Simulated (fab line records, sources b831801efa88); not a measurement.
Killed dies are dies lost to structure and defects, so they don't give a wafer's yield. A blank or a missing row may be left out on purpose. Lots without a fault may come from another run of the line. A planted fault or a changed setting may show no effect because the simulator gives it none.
Which tool did it? | flow gf180mcu | 11 lots, 33 wafers sampled, at 6 steps of a route of 602

WHAT THE GAUGES READ, wafer by wafer
GF_TOP_METAL_RS_MEAS_05: measures by four-point-probe. Usual: TOP_METAL_ALCU_RS 0.03277 ohm/sq, standard deviation 0.00029.
lot  | measured     | on            | TOP_METAL_ALCU_RS (ohm/sq) | flag
L403 | day 27 07:02 | film_metro-03 | 0.03266 0.03276 0.03254    |
L405 | day 27 21:43 | film_metro-03 | 0.03292 0.0331 0.03324     |
L411 | day 29 22:26 | film_metro-02 | 0.05504 0.05537 0.05531    | OFF
L413 | day 30 07:41 | film_metro-03 | 0.05438 0.05516 0.05465    | OFF
L418 | day 31 20:53 | film_metro-02 | 0.03255 0.03282 0.03267    |
L419 | day 31 22:50 | film_metro-01 | 0.0322 0.03246 0.03234     |
L420 | day 31 23:50 | film_metro-02 | 0.03265 0.03284 0.03284    |
L421 | day 32 08:25 | film_metro-02 | 0.03258 0.03256 0.03299    |
L422 | day 32 10:29 | film_metro-03 | 0.03309 0.03277 0.03297    |
L423 | day 32 16:15 | film_metro-02 | 0.03299 0.03276 0.03281    |
L426 | day 33 17:26 | film_metro-02 | 0.03307 0.03243 0.0327     |

GF_TOP_METAL_THK_MEAS_06: measures by xrf. Usual: TOP_METAL_ALCU_THK 901 nm, standard deviation 9.2.
lot  | measured     | on            | TOP_METAL_ALCU_THK (nm) | flag
L403 | day 27 07:09 | film_metro-03 | 904 904 901             |
L405 | day 27 21:49 | film_metro-03 | 898 893 883             |
L411 | day 29 22:34 | film_metro-02 | 539 534 533             | OFF
L413 | day 30 07:49 | film_metro-03 | 547 540 546             | OFF
L418 | day 31 20:59 | film_metro-02 | 905 901 900             |
L419 | day 31 22:56 | film_metro-01 | 927 918 921             |
L420 | day 31 23:56 | film_metro-02 | 907 899 898             |
L421 | day 32 08:32 | film_metro-02 | 903 904 892             |
L422 | day 32 10:35 | film_metro-03 | 894 902 897             |
L423 | day 32 16:22 | film_metro-02 | 893 896 893             |
L426 | day 33 17:32 | film_metro-02 | 884 904 900             |

WHICH TOOL RAN EACH LOT (tool, then ch and the chambers of the sampled wafers, then the start)
lot  | GF_M5_METAL_ETCH_10               | GF_V5_CVD_02                    | GF_TOP_METAL_SPUTTER_00      | GF_TOP_METAL_SPUTTER_02
L403 | rie_metal-01 ch 0,1, day 26 07:28 | pecvd-02 ch 0,1,2, day 26 08:14 | pvd_sputter-02, day 27 06:47 | pvd_sputter-02, day 27 06:56
L405 | rie_metal-02 ch 0,1, day 26 22:38 | pecvd-04 ch 1,2, day 26 23:25   | pvd_sputter-01, day 27 21:28 | pvd_sputter-01, day 27 21:36
L411 | rie_metal-02 ch 0,1, day 29 00:08 | pecvd-04 ch 1,2, day 29 00:56   | pvd_sputter-02, day 29 22:13 | pvd_sputter-02, day 29 22:21
L413 | rie_metal-01 ch 0,1, day 29 09:28 | pecvd-04 ch 1,2, day 29 10:17   | pvd_sputter-02, day 30 07:28 | pvd_sputter-02, day 30 07:36
L418 | rie_metal-03 ch 1, day 31 00:19   | pecvd-04 ch 0,1, day 31 01:10   | pvd_sputter-01, day 31 20:38 | pvd_sputter-01, day 31 20:46
L419 | rie_metal-02 ch 0,1, day 31 01:46 | pecvd-02 ch 0,1,2, day 31 02:30 | pvd_sputter-04, day 31 22:34 | pvd_sputter-04, day 31 22:42
L420 | rie_metal-01 ch 0,1, day 31 04:19 | pecvd-02 ch 0,1, day 31 05:03   | pvd_sputter-01, day 31 23:34 | pvd_sputter-01, day 31 23:42
L421 | rie_metal-03 ch 0,1, day 31 12:56 | pecvd-04 ch 0,1,2, day 31 13:42 | pvd_sputter-01, day 32 08:12 | pvd_sputter-01, day 32 08:20
L422 | rie_metal-02 ch 0,1, day 31 13:56 | pecvd-01 ch 0,2, day 31 14:47   | pvd_sputter-01, day 32 10:14 | pvd_sputter-01, day 32 10:22
L423 | rie_metal-02 ch 0,1, day 31 21:05 | pecvd-01 ch 0,1,2, day 31 21:51 | pvd_sputter-01, day 32 16:00 | pvd_sputter-01, day 32 16:08
L426 | rie_metal-03 ch 0, day 32 22:20   | pecvd-02 ch 1,2, day 32 23:06   | pvd_sputter-02, day 33 17:11 | pvd_sputter-02, day 33 17:19
- GF_M5_METAL_ETCH_10: etches the open film in Cl2/BCl3, stops on SiO2, target depth 750.8 nm, time 125.1 s.
- GF_V5_CVD_02: deposits SiO2 from TEOS, target thk 1450 nm, time 163.28 s.
- GF_TOP_METAL_SPUTTER_00: material Ti, target thk 37.5 nm, time 147.6 s.
- GF_TOP_METAL_SPUTTER_02: material AlCu, target thk 900 nm, time 47.82 s.

WHAT THE TOOLS THEMSELVES READ (means of the sampled wafers that have a number; where no wafer has one, the mark that the record gives instead)
GF_M5_METAL_ETCH_10. Usual: bias_w 140.0 W, standard deviation 0.42; drypump_motor_current_A 5.6 A, standard deviation 0.62; oes_product_au 0.985 a.u., standard deviation 0.0055; throttle_valve_pct 28.236 %, standard deviation 0.0093.
lot  | tool         | bias_w (W) | drypump_motor_current_A (A) | oes_product_au (a.u.) | throttle_valve_pct (%) | flag
L403 | rie_metal-01 | 139.6      | 6.1                         | 0.991                 | 28.232                 |
L405 | rie_metal-02 | 140.0      | 5.0                         | 0.987                 | 28.228                 |
L411 | rie_metal-02 | 139.9      | 5.1                         | 0.987                 | 28.234                 |
L413 | rie_metal-01 | 140.3      | 6.3                         | 0.982                 | 28.231                 |
L418 | rie_metal-03 | 140.1      | 5.4                         | 0.984                 | 28.231                 |
L419 | rie_metal-02 | 140.6      | 5.4                         | 0.985                 | 28.224                 |
L420 | rie_metal-01 | 140.0      | 6.1                         | 0.987                 | 28.232                 |
L421 | rie_metal-03 | 140.3      | 5.8                         | 0.987                 | 28.237                 |
L422 | rie_metal-02 | 139.8      | 5.4                         | 0.983                 | 28.239                 |
L423 | rie_metal-02 | 140.1      | 5.1                         | 0.985                 | 28.238                 |
L426 | rie_metal-03 | 140.5      | 6.5                         | 0.979                 | 28.234                 |

GF_V5_CVD_02. Usual: heater_power_w 650 W, standard deviation 69; susceptor_temp_C 400.00 C, standard deviation 0.25.
lot  | tool     | heater_power_w (W) | susceptor_temp_C (C) | flag
L403 | pecvd-02 | 650                | 400.12               |
L405 | pecvd-04 | 611                | 399.97               |
L411 | pecvd-04 | 660                | 399.93               |
L413 | pecvd-04 | 659                | 400.21               |
L418 | pecvd-04 | 599                | 400.04               |
L419 | pecvd-02 | 596                | 399.90               |
L420 | pecvd-02 | 693                | 399.81               |
L421 | pecvd-04 | 596                | 400.09               |
L422 | pecvd-01 | 681                | 400.34               |
L423 | pecvd-01 | 709                | 399.86               |
L426 | pecvd-02 | 641                | 400.07               |

GF_TOP_METAL_SPUTTER_00. Usual: cathode_dc_power_W 3999.9 W, standard deviation 0.74; throttle_valve_pct 30.1 %, standard deviation 0.94.
lot  | tool           | cathode_dc_power_W (W) | throttle_valve_pct (%) | flag
L403 | pvd_sputter-02 | 3999.7                 | 29.9                   |
L405 | pvd_sputter-01 | 3999.7                 | 30.5                   |
L411 | pvd_sputter-02 | 4000.0                 | 30.3                   |
L413 | pvd_sputter-02 | 4000.0                 | 29.3                   |
L418 | pvd_sputter-01 | 4000.1                 | 30.5                   |
L419 | pvd_sputter-04 | 3999.8                 | 29.7                   |
L420 | pvd_sputter-01 | 3999.7                 | 29.8                   |
L421 | pvd_sputter-01 | 4000.7                 | 30.3                   |
L422 | pvd_sputter-01 | 3999.8                 | 30.3                   |
L423 | pvd_sputter-01 | 4000.4                 | 30.3                   |
L426 | pvd_sputter-02 | 4000.0                 | 30.4                   |

GF_TOP_METAL_SPUTTER_02. Usual: cathode_dc_power_W 10600 W, standard deviation 1.8; throttle_valve_pct 30.1 %, standard deviation 0.94.
lot  | tool           | cathode_dc_power_W (W) | throttle_valve_pct (%) | flag
L403 | pvd_sputter-02 | 10600                  | 30.0                   |
L405 | pvd_sputter-01 | 10599                  | 30.4                   |
L411 | pvd_sputter-02 | 6390                   | 30.4                   | OFF
L413 | pvd_sputter-02 | 6389                   | 29.4                   | OFF
L418 | pvd_sputter-01 | 10601                  | 30.6                   |
L419 | pvd_sputter-04 | 10599                  | 29.6                   |
L420 | pvd_sputter-01 | 10599                  | 29.7                   |
L421 | pvd_sputter-01 | 10600                  | 30.5                   |
L422 | pvd_sputter-01 | 10601                  | 30.3                   |
L423 | pvd_sputter-01 | 10600                  | 30.3                   |
L426 | pvd_sputter-02 | 10602                  | 30.4                   |

THE ANSWER, worked out from the rows above alone
Rule: a lot is off if the mean of its wafers that have a number lies more than 3 standard deviations from the usual mean. A lot without any number at a reading at which 4 lots or more have one is off too. The other lots that the step has rows for count as sound. The gauges are gone through in route order, then the tools' own readings, and for those a lot's mean is taken as printed above. The first step at which some lot is off is used, and at that step the reading that is off furthest; a lot without a number counts as furthest.
Off: L411, L413, at GF_TOP_METAL_RS_MEAS_05 (TOP_METAL_ALCU_RS).
A tool fits if, at a process step before that reading, it ran every lot that is off, and no sound lot after the first of them. The gauges at GF_TOP_METAL_RS_MEAS_05 aren't tried: what is off there is off at GF_TOP_METAL_SPUTTER_02 too, on other tools, and a gauge's error can't cause that. None of those tried fits.

WHAT THE SIMULATOR HAD PUT IN
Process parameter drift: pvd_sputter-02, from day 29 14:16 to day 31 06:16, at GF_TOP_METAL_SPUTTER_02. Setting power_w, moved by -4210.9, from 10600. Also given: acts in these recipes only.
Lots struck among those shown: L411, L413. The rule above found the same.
